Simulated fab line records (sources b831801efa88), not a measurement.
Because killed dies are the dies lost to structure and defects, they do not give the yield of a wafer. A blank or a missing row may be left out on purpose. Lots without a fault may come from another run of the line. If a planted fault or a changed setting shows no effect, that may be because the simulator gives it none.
A struck lot beside a sound one :: flow gf180mcu :: 28 out of 602 route steps
Sound: the wafers L267.3, L267.5, L267.6. Struck: wafer L257.2 (left out: L257.4, L257.5 of the same lot, which were not struck); the cause appears at the end.
Order at every step that has rows: each side's tool, ch and its chambers, its first start. Under that, the readings that differ: sound wafers :: struck wafers :: difference of the means :: sigmas: that difference in standard deviations of wafers without a fault.
alike: same words and numbers on both sides, and readings whose means sit less than 2 such deviations apart. not compared: any withheld reading, any reading some wafer has no value for, any bound like >300 that may hide the same value, and any number with overlapping values for which the record gives no deviation.
A row with sigmas, a row that says differs or no value, or rows on one side alone: a step with any of these is where the two part. Non-overlapping numbers with no deviation appear without sigmas and do not part them. A reading missing from all wafers of one side parts the sides only when that side holds two or more wafers.

first, 8 steps without rows for these wafers: GF_M3_PEB_12 (peb time 90 s); GF_M3_DEVELOP_13 (develop time 60 s); GF_M3_METAL_ETCH_16 (etches the open film in Cl2/BCl3, stops on SiO2, target depth 750.8 nm, time 125.1 s); GF_M3_STRIP_17 (strips in O2/N2); GF_M3_STRIP_18 (strips in post etch residue remover, time 1200 s); GF_M3_CLEAN_19 (cleans in DIW); GF_V3_CVD_00 (deposits SiO2, target thk 600 nm, time 100 s); GF_V3_CVD_02 (deposits SiO2 from TEOS, target thk 850 nm, time 94.851 s).
GF_V3_CMP_04: polishes SiO2.
  sound on cmp-02 ch 0,3, day 27 10:57; struck on cmp-01 ch 1, day 24 15:26
reading: time-to-endpoint-s (s)
sound: 69 76 77
struck: 98
difference: +24
sigmas: +4

reading: model.SiO2_of_V3_CVD_02.thk-nm (nm)
sound: 633 631.7 632.6
struck: 704.7
difference: +72.3
sigmas: 
  alike: motor-current-A
then, 9 steps without rows for these wafers: GF_V3_DEHYDRATE_06 (time 60 s); GF_V3_HMDS_07 (prime time 60 s); GF_V3_COAT_08; GF_V3_COAT_09 (resist thk 1000 nm); GF_V3_SOFTBAKE_10 (time 60 s); GF_V3_EXPOSE_11 (exposes mask Via3, target cd 260 nm); GF_V3_PEB_12 (peb time 90 s); GF_V3_DEVELOP_13 (develop time 60 s); GF_V3_ETCH_16 (etches BARC in N2/H2).
GF_V3_ETCH_17: etches SiO2 in C4F8/O2/Ar, stops on TiN, target depth 635 nm.
  sound: rie-diel-04 ch 0,1,3; struck: rie-diel-02 ch 1
reading: oes-product-au (a.u.)
sound: 0.851 0.860 0.851
struck: 0.921
difference: +0.067
sigmas: +14

reading: model.V3.feature-depth-nm (nm)
sound: 633 631.7 632.6
struck: 704.7
difference: +72.3
sigmas: 

reading: model.etch.depth-nm (nm)
sound: 633 631.7 632.6
struck: 704.7
difference: +72.3
sigmas: 
then, 6 steps without rows for these wafers: GF_V3_STRIP_18 (strips in O2/N2); GF_V3_STRIP_19 (strips in post etch residue remover, time 1200 s); GF_V3_CLEAN_20 (cleans in DIW); GF_V3_SPUTTER_21 (material Ti, target thk 15 nm, time 80.02 s); GF_V3_SPUTTER_22 (material TiN, target thk 10 nm, time 40 s); GF_V3_CVD_23 (deposits W, target thk 350 nm, time 104.9 s).
GF_V3_CMP_26: polishes, stops on SiO2, t overpolish 15 s, target thk 0 nm.
  sound on cmp-01 ch 0,2,3, day 28 08:23; struck on cmp-02 ch 1, day 25 14:35
reading: model.SiO2_of_V3_CVD_02.thk-nm (nm)
sound: 629.3 627.9 628.9
struck: 700.9
difference: +72.2
sigmas: 
  alike: motor-current-A
then, 2 steps without rows for these wafers: GF_M4_SPUTTER_00 (material Ti, target thk 37.5 nm, time 150 s); GF_PASSIVATION_PROBE_99.

WHERE THEY PART
Last at GF_V3_ETCH_17 as far as this record goes, first at GF_V3_CMP_04. Later steps at which nothing parts them and some readings are alike: GF_V3_CMP_26.

WHY: whatever the simulator had introduced
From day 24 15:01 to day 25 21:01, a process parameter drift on cmp-01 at GF_V3_CMP_04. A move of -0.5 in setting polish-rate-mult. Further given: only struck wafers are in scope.
